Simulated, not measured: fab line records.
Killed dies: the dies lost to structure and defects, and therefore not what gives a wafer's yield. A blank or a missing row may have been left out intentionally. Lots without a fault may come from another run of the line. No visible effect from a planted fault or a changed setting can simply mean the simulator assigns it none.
Tool commonality check    flow sky130    Sample size 15 lots and 54 wafers

WHY IT WAS OPENED
At SKY_NWELL_TW_MEAS_15 the reading NWELL_TW is flagged on 3 of 15 lots. Fault-free wafers read 1807, with a standard deviation of 12.
Rule: flag the lot when none of its wafers has a number, or when each of its wafers that has one lies beyond 4 standard deviations from that mean. The other lots count as sound.

lot   measured     on             NWELL_TW, wafer by wafer       flag
L850  day 4 19:43  film-metro-03  1821 1809 1813                 
L852  day 5 01:09  film-metro-01  1803 1801 1794                 
L851  day 5 04:41  film-metro-04  1814 1806 1821                 
L854  day 5 16:39  film-metro-01  1784 1794 1791                 
L856  day 6 06:50  film-metro-01  1789 1790 1805                 
L858  day 6 13:11  film-metro-03  1815 1804 1809                 
L857  day 6 13:26  film-metro-01  2224 2223 2233 2216 2224 2222  FLAGGED
L861  day 7 09:25  film-metro-04  1810 1812 1821                 
L862  day 7 11:19  film-metro-04  2230 2250 2226 2237 2237 2241  FLAGGED
L865  day 8 13:29  film-metro-01  2247 2251 2236 2244 2236 2232  FLAGGED
L868  day 8 23:30  film-metro-01  1811 1805 1807                 
L869  day 9 04:13  film-metro-01  1796 1802 1803                 
L870  day 9 14:34  film-metro-01  1782 1794 1793                 
L871  day 9 19:54  film-metro-03  1824 1806 1824                 
L872  day 9 22:01  film-metro-04  1819 1817 1814                 
On average the flagged lots' numbers are 2234, which is +427 against the usual, or +36 standard deviations.

TOOL THAT RAN EACH LOT
The record keeps 1 process step preceding the reading, out of 708 steps on the route. In each cell: the tool, then ch and the chambers that the sampled wafers went through, then the start.
lot   flag     SKY_NWELL_IMPLANT_11
L850           implanter-04 ch 0, day 4 19:11
L852           implanter-03 ch 0, day 5 00:38
L851           implanter-02 ch 0, day 5 04:08
L854           implanter-03 ch 0, day 5 16:06
L856           implanter-03 ch 0, day 6 06:19
L858           implanter-03 ch 0, day 6 12:38
L857  FLAGGED  implanter-04 ch 0, day 6 12:34
L861           implanter-04 ch 0, day 7 08:52
L862  FLAGGED  implanter-02 ch 0, day 7 10:27
L865  FLAGGED  implanter-03 ch 0, day 8 12:35
L868           implanter-04 ch 0, day 8 22:57
L869           implanter-03 ch 0, day 9 03:40
L870           implanter-02 ch 0, day 9 14:01
L871           implanter-03 ch 0, day 9 19:21
L872           implanter-03 ch 0, day 9 21:30
What these steps do:
- SKY_NWELL_IMPLANT_11
- SKY_NWELL_TW_MEAS_15

FLAGGED OVER TOTAL, TOOL BY TOOL (the gauges that took the reading come last)
step                  tool           lots run  flagged  share of the flagged lots  sound lots run after its first flagged lot
SKY_NWELL_IMPLANT_11  implanter-02   3         1        some                       1 (L870)
SKY_NWELL_IMPLANT_11  implanter-03   8         1        some                       3 (L869,L871,L872)
SKY_NWELL_IMPLANT_11  implanter-04   4         1        some                       2 (L861,L868)
SKY_NWELL_TW_MEAS_15  film-metro-01  8         2        some                       3 (L868,L869,L870)
SKY_NWELL_TW_MEAS_15  film-metro-03  3         0        none                       -
SKY_NWELL_TW_MEAS_15  film-metro-04  4         1        some                       1 (L872)

WHAT IS ALLOWED BY THE TABLE
No row of the table ran every flagged lot.

WHAT HAD BEEN PUT IN BY THE SIMULATOR
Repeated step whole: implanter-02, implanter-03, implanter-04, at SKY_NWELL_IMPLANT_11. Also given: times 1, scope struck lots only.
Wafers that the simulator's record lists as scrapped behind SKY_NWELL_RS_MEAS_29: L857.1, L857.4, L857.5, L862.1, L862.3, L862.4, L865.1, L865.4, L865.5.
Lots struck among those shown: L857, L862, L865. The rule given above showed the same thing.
